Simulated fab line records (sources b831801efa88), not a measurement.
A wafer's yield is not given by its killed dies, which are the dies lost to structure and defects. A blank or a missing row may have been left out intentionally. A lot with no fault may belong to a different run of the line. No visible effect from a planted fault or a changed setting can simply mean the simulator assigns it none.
Split-lot trial ; flow sky130 ; 23 wafers read from 5 lots, route of 708 steps

== ABOUT THE SPLIT ==
At SKY_CONTACT_SPUTTER_23 (material TiN, target thk 20 nm, time 80 s), the setting power_w was moved away from the recipe's 4000 W on 11 of the 23 wafers read, by -7.6% to +12.0%. The other wafers ran this setting at the recipe's value.

The reading is taken at the split's own step.

== THE READING ==
TiN_of_CONTACT_SPUTTER_23.thk_nm (the simulator's own value, which no gauge read), in nm, at SKY_CONTACT_SPUTTER_23 (material TiN, target thk 20 nm, time 80 s). There is no usual value for it anywhere in the file. Here, 12 wafers ran the recipe; their average is 19.65 nm with a standard deviation of 0.34 nm.

wafer;tool, chamber at the split;power_w as run, W;against the recipe;TiN_of_CONTACT_SPUTTER_23.thk_nm, nm;against lot-mates on the recipe
L075.1;pvd_sputter-02, -;4000;recipe;19.81;-
L075.2;pvd_sputter-02, -;4480;+12.0%;22.77;+2.98
L075.3;pvd_sputter-02, -;4480;+12.0%;22.2;+2.41
L075.4;pvd_sputter-02, -;4000;recipe;19.77;-
L075.6;pvd_sputter-02, -;4480;+12.0%;22.7;+2.91
L078.1;pvd_sputter-02, -;4000;recipe;19.65;-
L078.3;pvd_sputter-02, -;4000;recipe;19.75;-
L078.4;pvd_sputter-02, -;4000;recipe;19.6;-
L078.5;pvd_sputter-02, -;4422;+10.5%;21.5;+1.83
L078.6;pvd_sputter-02, -;4422;+10.5%;21.78;+2.11
L079.1;pvd_sputter-04, -;3695;-7.6%;17.88;-1.81
L079.2;pvd_sputter-04, -;3695;-7.6%;17.96;-1.73
L079.3;pvd_sputter-04, -;3695;-7.6%;17.64;-2.05
L079.4;pvd_sputter-04, -;4000;recipe;19.73;-
L079.5;pvd_sputter-04, -;4000;recipe;19.64;-
L080.1;pvd_sputter-04, -;4000;recipe;19.72;-
L080.4;pvd_sputter-04, -;4000;recipe;19.02;-
L080.5;pvd_sputter-04, -;4000;recipe;18.95;-
L081.1;pvd_sputter-04, -;4000;recipe;20.26;-
L081.2;pvd_sputter-04, -;4000;recipe;19.87;-
L081.4;pvd_sputter-04, -;3705;-7.4%;18.18;-1.89
L081.5;pvd_sputter-04, -;3705;-7.4%;18.11;-1.96
L081.6;pvd_sputter-04, -;3705;-7.4%;18.9;-1.17

FIT RESULTS
A straight line over all 23 wafers: TiN_of_CONTACT_SPUTTER_23.thk_nm changes by +0.217 nm for each +1% of power_w; r = +0.97; the points scatter about the line by 0.37 nm.
The same after taking each lot's own level away (the mean of its wafers on the recipe; 23 wafers): +0.223 nm for each +1%; r = +0.99; scatter 0.26 nm.
That fit puts the effect of the largest move of power_w on the reading at 2.7 nm.
Across the lots, their own levels run from 19.230 to 20.065 nm, a range of 2.5 times the standard deviation given above.
The two slopes agree, so the slope changes little with the lot-to-lot level.
Check: for one of the wafers moved furthest among these (+12.0%), held out of the fit, the line's prediction against its lot-mates is +2.56 nm. It came out at +2.98 nm against them.

== THE FILE'S OWN FIT ==
TiN_of_CONTACT_SPUTTER_23.thk_nm changes by +0.219 nm for each +1% of power_w, r = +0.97.
